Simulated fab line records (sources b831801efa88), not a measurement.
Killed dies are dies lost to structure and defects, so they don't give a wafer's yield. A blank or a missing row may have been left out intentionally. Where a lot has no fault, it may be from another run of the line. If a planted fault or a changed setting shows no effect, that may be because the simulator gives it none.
Chamber matching -- flow sfq-line -- 4 sister chambers for SFQ_TRILAYER_I0_VIA_BARC_OPEN_VIA_ETCH_046 on rie-diel-04
The step etches BARC in O2, target depth 125 nm, time 41.7 s. 17 wafers are shown with their chamber, then 8 later ones without.

== WAFERS PAIRED WITH THEIR CHAMBERS ==
wafer,chamber,drypump-motor-current-A (A),oes-product-au (a.u.)
L946.1,3,5.4,0.682
L946.3,0,5.0,0.684
L946.5,1,5.9,0.689
L947.1,2,4.9,0.681
L947.3,0,5.0,0.690
L947.6,2,4.9,0.692
L949.1,2,4.9,0.680
L949.3,0,5.0,0.688
L949.5,3,5.4,0.680
L950.3,0,5.0,0.687
L950.4,1,5.9,0.682
L950.6,0,5.0,0.692
L951.2,3,5.4,0.681
L951.5,1,5.9,0.689
L951.6,2,4.9,0.684
L952.2,3,5.5,0.682
L952.3,1,5.9,0.686

SIGNATURES (means of the wafers above)
reading,chamber 0,chamber 1,chamber 2,chamber 3,scatter within a chamber
drypump-motor-current-A,5.000,5.900,4.900,5.425,0.024
oes-product-au,0.68820,0.68650,0.68425,0.68125,0.00352
Rule: a wafer's distance from a chamber is the root of the sum, over the readings, of the square of ((its reading less the chamber's mean) divided by the reading's scatter). The wafer belongs to the nearest chamber; if the next one is less than 2 further off, it can't be placed. The scatter: take each reading less its chamber's mean, square it, sum over the shown wafers, divide by the number of wafers less the number of chambers, and take the root.

== WAFERS WHOSE CHAMBER IS MISSING ==
wafer,drypump-motor-current-A (A),oes-product-au (a.u.)
L952.6,5.0,0.690
L953.1,4.9,0.681
L953.2,5.0,0.685
L953.3,5.4,0.685
L961.4,5.0,0.690
L961.6,5.4,0.684
L963.3,5.5,0.685
L963.6,5.9,0.689

== THE CHAMBER EACH PASSED THROUGH ==
wafer,from the rows above,in truth
L952.6,0,0
L953.1,2,2
L953.2,0,0
L953.3,3,3
L961.4,0,0
L961.6,3,3
L963.3,3,3
L963.6,1,1
8 of 8 placed correctly. Number that these rows cannot place: 0. 0 placed wrongly.
